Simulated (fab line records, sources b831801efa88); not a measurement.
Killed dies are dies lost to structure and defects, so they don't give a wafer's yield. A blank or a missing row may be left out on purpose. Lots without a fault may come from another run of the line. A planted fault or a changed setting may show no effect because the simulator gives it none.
Which tool did it? | flow sky130 | 12 lots, 36 wafers sampled, at 2 steps of a route of 708

WHAT THE GAUGES READ, wafer by wafer
SKY_VT_ADJUST_HVTP_CD_MEAS_07: target cd 380 nm.
lot  | measured     | on        | cd_nm (nm)
L867 | day 6 00:07  | cd_sem-02 | 382.6 382.6 382.1
L868 | day 6 08:53  | cd_sem-01 | 374.9 378.1 375.1
L871 | day 7 00:46  | cd_sem-02 | 379.1 376.0 377.7
L872 | day 7 10:39  | cd_sem-01 | 385.0 386.4 385.0
L875 | day 8 03:40  | cd_sem-02 | 379.2 381.8 378.3
L876 | day 8 06:20  | cd_sem-01 | 380.3 381.6 380.7
L877 | day 8 14:07  | cd_sem-02 | 380.6 381.0 382.7
L878 | day 8 20:17  | cd_sem-02 | 380.6 378.9 378.7
L882 | day 10 07:24 | cd_sem-02 | 382.1 379.8 380.6
L883 | day 10 10:24 | cd_sem-02 | 382.5 384.6 383.6
L884 | day 10 14:25 | cd_sem-02 | 384.7 386.6 385.7
L885 | day 10 17:47 | cd_sem-02 | 380.1 380.8 382.7

SKY_VT_ADJUST_HVTP_TW_MEAS_11.
lot  | measured     | on            | VT_ADJUST_HVTP_TW
L867 | day 6 00:31  | film_metro-04 | 1346 1348 1347
L868 | day 6 09:16  | film_metro-01 | 1351 1349 1345
L871 | day 7 01:10  | film_metro-04 | 1357 1342 1351
L872 | day 7 11:02  | film_metro-01 | 1349 1350 1353
L875 | day 8 04:04  | film_metro-04 | 1357 1360 1367
L876 | day 8 06:44  | film_metro-01 | 1351 1359 1356
L877 | day 8 14:31  | film_metro-01 | 1352 1356 1354
L878 | day 8 20:41  | film_metro-01 | 1352 1340 1355
L882 | day 10 07:47 | film_metro-04 | 1356 1363 1365
L883 | day 10 10:47 | film_metro-01 | 1355 1354 1346
L884 | day 10 14:49 | film_metro-04 | 1366 1362 1361
L885 | day 10 18:11 | film_metro-01 | 1353 1348 1355

WHICH TOOL RAN EACH LOT (tool, then ch and the chambers of the sampled wafers, then the start)
The record holds no process step before these readings.

WHAT THE TOOLS THEMSELVES READ (means of the sampled wafers that have a number; where no wafer has one, the mark that the record gives instead)
The record holds no such reading with a usual standard deviation.

THE ANSWER, worked out from the rows above alone
Rule: what is usual is taken from the lots themselves. Put in order of their means at a reading, lots are off if they are a third of the lots or fewer, leave a main group of 4 or more, and stand apart from it by a gap of 3 or more times the standard deviation of the main group's means; of several such gaps the widest counts. A main group whose means are all the same, to the digits that the tables above print for the reading, isn't used. A lot without any number at a reading at which 4 lots or more have one is off too. The other lots that the step has rows for count as sound. The gauges are gone through in route order, then the tools' own readings, and for those a lot's mean is taken as printed above. The first step at which some lot is off is used, and at that step the reading that is off furthest; a lot without a number counts as furthest.
No lot is off at any reading shown: from this, nothing can be told.

WHAT THE SIMULATOR HAD PUT IN
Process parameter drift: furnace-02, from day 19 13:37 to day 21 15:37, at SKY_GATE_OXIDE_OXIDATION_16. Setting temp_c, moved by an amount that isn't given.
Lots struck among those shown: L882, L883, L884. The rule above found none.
